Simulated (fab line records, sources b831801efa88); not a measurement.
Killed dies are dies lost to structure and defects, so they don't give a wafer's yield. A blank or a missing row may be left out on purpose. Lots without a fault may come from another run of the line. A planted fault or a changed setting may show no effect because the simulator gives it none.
Chamber matching | flow sky130 | SKY_FIELD_ISO_ETCH_17 on rie_si-02: 4 sister chambers
The step etches Si in HBr/Cl2/O2, target depth 342 nm, time 97.7 s. 4 wafers are shown with their chamber, then 7 later ones without.

WAFERS WITH THEIR CHAMBER
wafer  | chamber | drypump_motor_current_A (A)
L634.5 | 0       | 6.4
L636.6 | 1       | 6.0
L644.1 | 2       | 5.4
L644.2 | 3       | 5.5

WAFERS WITHOUT THEIR CHAMBER
wafer  | drypump_motor_current_A (A)
L644.5 | 6.5
L646.1 | 5.5
L646.3 | 5.4
L646.5 | 5.4
L648.2 | 5.5
L648.4 | 5.5
L648.5 | 6.5

WHICH CHAMBER EACH WENT THROUGH
wafer  | from the rows above     | in truth
L644.5 | 0                       | 0
L646.1 | can't be placed: 3 or 2 | 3
L646.3 | can't be placed: 2 or 3 | 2
L646.5 | can't be placed: 2 or 3 | 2
L648.2 | can't be placed: 3 or 2 | 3
L648.4 | can't be placed: 3 or 2 | 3
L648.5 | 0                       | 0
Placed correctly: 2 of 7. Can't be placed from these rows: 5 (the true chamber is among the candidates in 5). Placed wrongly: 0.
How it was worked out, from the rows above alone: a wafer's distance from a chamber is the root of the sum, over the readings, of the square of ((its reading less the chamber's mean) divided by the reading's scatter). The wafer belongs to the nearest chamber; if the next one is less than 2 further off, it can't be placed. A chamber's mean is the mean of its shown wafers. The scatter: with one shown wafer a chamber, the root of the mean of the squares of how far each hidden wafer lies from its nearest shown one.
